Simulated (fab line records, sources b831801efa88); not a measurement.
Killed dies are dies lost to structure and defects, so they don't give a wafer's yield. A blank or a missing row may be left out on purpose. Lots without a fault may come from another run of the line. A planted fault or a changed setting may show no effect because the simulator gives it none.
Chamber matching | flow sfq_line | SFQ_TRILAYER_I5_BARC_OPEN_VIA_ETCH_200 on rie_diel-01: 4 sister chambers
The step etches BARC in O2, target depth 125 nm, time 41.7 s. 4 wafers are shown with their chamber, then 7 later ones without.

WAFERS WITH THEIR CHAMBER
wafer  | chamber | oes_product_au (a.u.)
L422.5 | 3       | 0.681
L422.6 | 2       | 0.687
L423.1 | 0       | 0.688
L423.2 | 1       | 0.685

WAFERS WITHOUT THEIR CHAMBER
wafer  | oes_product_au (a.u.)
L423.5 | 0.693
L425.2 | 0.683
L425.3 | 0.687
L425.4 | 0.683
L433.4 | 0.685
L433.5 | 0.682
L433.6 | 0.687

WHICH CHAMBER EACH WENT THROUGH
wafer  | from the rows above               | in truth
L423.5 | can't be placed: 0 or 2 or 1      | 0
L425.2 | can't be placed: 1 or 3 or 2 or 0 | 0
L425.3 | can't be placed: 2 or 0 or 1      | 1
L425.4 | can't be placed: 1 or 3 or 2 or 0 | 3
L433.4 | can't be placed: 1 or 2 or 0 or 3 | 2
L433.5 | can't be placed: 3 or 1 or 2      | 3
L433.6 | can't be placed: 2 or 0 or 1      | 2
Placed correctly: 0 of 7. Can't be placed from these rows: 7 (the true chamber is among the candidates in 7). Placed wrongly: 0.
How it was worked out, from the rows above alone: a wafer's distance from a chamber is the root of the sum, over the readings, of the square of ((its reading less the chamber's mean) divided by the reading's scatter). The wafer belongs to the nearest chamber; if the next one is less than 2 further off, it can't be placed. A chamber's mean is the mean of its shown wafers. The scatter: with one shown wafer a chamber, the root of the mean of the squares of how far each hidden wafer lies from its nearest shown one.
